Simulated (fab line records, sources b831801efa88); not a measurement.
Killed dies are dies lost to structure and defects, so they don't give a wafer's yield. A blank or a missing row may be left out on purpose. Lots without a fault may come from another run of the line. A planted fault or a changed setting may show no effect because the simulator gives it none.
One fault seen from 2 desks | flow sky130 | each desk has only its own numbers; what lay behind them comes last

THE TOOL OWNER'S DESK: plasma_asher-02
The tool's own readings at SKY_LDD_LDN_STRIP_12 (strips in O2/N2): means of the sampled wafers that have a number, for each lot that ran on this tool. A lot is out of limits, marked OUT, if its mean lies more than 4 standard deviations from the usual mean; the brackets give that distance.
Columns: A = drypump_motor_current_A at SKY_LDD_LDN_STRIP_12, usual 5.65 A; B = oes_product_au at SKY_LDD_LDN_STRIP_12, usual 0.715 a.u.; C = strip_time_to_endpoint_s at SKY_LDD_LDN_STRIP_12, usual 14.17 s
lot  | first seen here | A    | B               | C
L632 | day 26 06:19    | 5.84 | 0.939 (+56) OUT | -
L641 | day 28 16:19    | 5.80 | 0.716           | 14.15
L642 | day 28 22:52    | 5.83 | 0.712           | 14.16
L644 | day 29 13:37    | 5.83 | 0.717           | 14.21
L646 | day 29 21:58    | 5.79 | 0.711           | 14.14
L648 | day 30 19:43    | 5.79 | 0.718           | 14.16
This desk's finding: out of limits on L632; first on L632, day 26 06:19 (oes_product_au at SKY_LDD_LDN_STRIP_12). In limits: L641, L642, L644, L646, L648.

THE METROLOGY DESK
What the gauges read, lot by lot, whatever tool the lot ran on: means of the sampled wafers that have a number. A lot is out of limits, marked OUT, if its mean lies more than 4 standard deviations from the usual mean; the brackets give that distance.
Columns: A = SONOS_TUNNEL_OVL at SKY_SONOS_TUNNEL_OVL_MEAS_08, usual 0.1 nm; B = SD_P_TW at SKY_SD_P_TW_MEAS_11, usual 2831
lot  | first seen here | A    | B
L627 | day 11 17:22    | 3.2  | 2804
L628 | day 12 03:30    | 0.4  | 2846
L632 | day 14 08:27    | 1.5  | -
L636 | day 14 23:55    | -2.5 | 2804
L640 | day 16 12:34    | 0.4  | 2832
L641 | day 16 19:48    | 0.6  | 2840
L642 | day 17 01:48    | -1.8 | 2852
L644 | day 17 17:13    | 1.6  | 2822
L645 | day 17 22:36    | -0.5 | 2802
L646 | day 18 03:21    | -0.1 | 2867
L647 | day 18 23:07    | -0.5 | 2803
L648 | day 19 04:21    | 0.6  | 2853
L649 | day 19 06:46    | 2.0  | 2800
This desk's finding: nothing out of limits on any of the 13 lots.

PUT TOGETHER
The tool owner's desk could have raised an alarm at day 26 06:19, on L632.
The metrology desk saw nothing out of limits.
The metrology desk has L632 on record, within its limits.
Of the lots named, all ran SKY_LDD_LDN_STRIP_12 on plasma_asher-02.

WHAT THE SIMULATOR HAD PUT IN
Strip aborted: plasma_asher-02, from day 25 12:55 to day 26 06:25, at SKY_LDD_LDN_STRIP_12. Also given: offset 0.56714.
Lots struck among those shown: L632.
Hours from the fault's start to each desk's first reading out of limits: the tool owner's desk, 17.
